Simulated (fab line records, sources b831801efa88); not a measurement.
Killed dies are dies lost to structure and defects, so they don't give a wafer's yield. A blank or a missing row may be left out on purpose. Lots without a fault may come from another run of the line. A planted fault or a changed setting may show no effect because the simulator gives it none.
Problem report in the 8D (eight disciplines) form, filled by code | flow gf180mcu | the parts of the form that need people (team, actions taken, sign-off) are left out

1. THE PROBLEM
V1_W_RS at GF_V1_RS_MEAS_24 reads a mean of 0.349 ohm/sq on 3 wafers of 3 lots; wafers without a fault read 0.327 ohm/sq with a standard deviation of 0.0038. That is +5.7 standard deviations from the usual mean.
The step: measures by four-point-probe.
First seen on wafer L767.1, day 24 07:10, on film_metro-01. The record holds 33 wafers of 11 lots with a number at this step. Rule for "out", or "out of limits": more than 4 standard deviations from the usual mean. The other wafers with a number count as sound.

2. WHAT IT IS AND WHAT IT IS NOT
question                    | is                           | is not
which readings at this step | V1_W_RS                      | -
which lots                  | L767, L768, L769             | L752, L753, L756, L758, L759, L760, L761, L764
which wafers of those lots  | L767.1, L768.3, L769.1       | L767.2, L767.5, L768.2, L768.6, L769.4, L769.5
read on which gauges        | film_metro-01, film_metro-02 | film_metro-04
when                        | from day 24 07:10            | up to then (26 sound wafers); but 4 sound wafers of L768, L769 came after

3. SUSPECTS, AND WHAT RULES EACH OUT
Counting: a tool at a process step up to the reading stays a suspect if it ran every lot that is out. Sound lots after the first of them don't rule it out here, since some wafers of a struck lot are sound.
- the gauge at GF_V1_RS_MEAS_24: ruled out. The wafers that are out were read on 2 gauges (film_metro-01, film_metro-02).
- cvd_w-02 at GF_V1_CVD_23 (deposits W, target thk 350 nm, time 105.05 s): kept. It ran every lot that is out, first L767 (day 24 07:04); its last sound lot up to then is L761 (day 21 22:41).
Left after counting: cvd_w-02 at GF_V1_CVD_23.

4. THE CAUSE (what the simulator had put in)
Process parameter drift: cvd_w-02, from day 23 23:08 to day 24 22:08, at GF_V1_CVD_23. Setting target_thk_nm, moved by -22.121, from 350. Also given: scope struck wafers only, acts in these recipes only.
Counting left only this tool.

5. THE CHAIN OF EFFECTS, in route order
Each row: a reading whose mean over the struck wafers that have a number lies more than 3 standard deviations from the usual. Only readings for which the record gives a usual standard deviation are gone through. hours: the time from each lot's start at the first step in this table that gives one to its start at this step, as a median over the lots. sigmas: the change in usual standard deviations.
hours | step              | reading  | usual        | on struck wafers | change | sigmas
0     | GF_V1_RS_MEAS_24  | V1_W_RS  | 0.327 ohm/sq | 0.349            | +0.022 | +5.7
0     | GF_V1_THK_MEAS_25 | V1_W_THK | 344 nm       | 322              | -22    | -5.8

6. WHAT WOULD HAVE CAUGHT IT SOONER
In this record the first reading out of limits at a measuring or inspecting step was taken at day 24 07:10, 8 hours after the fault began at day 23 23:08.
Of the tool readings at GF_V1_CVD_23 for which the record gives a usual standard deviation, none was out on any struck wafer, so an alarm limit of 4 standard deviations on them would not have fired.
Of the lots that are out (3), L768, L769 began GF_V1_CVD_23 on cvd_w-02 after day 24 07:10. A hold on the tool at that time would have spared those 2.
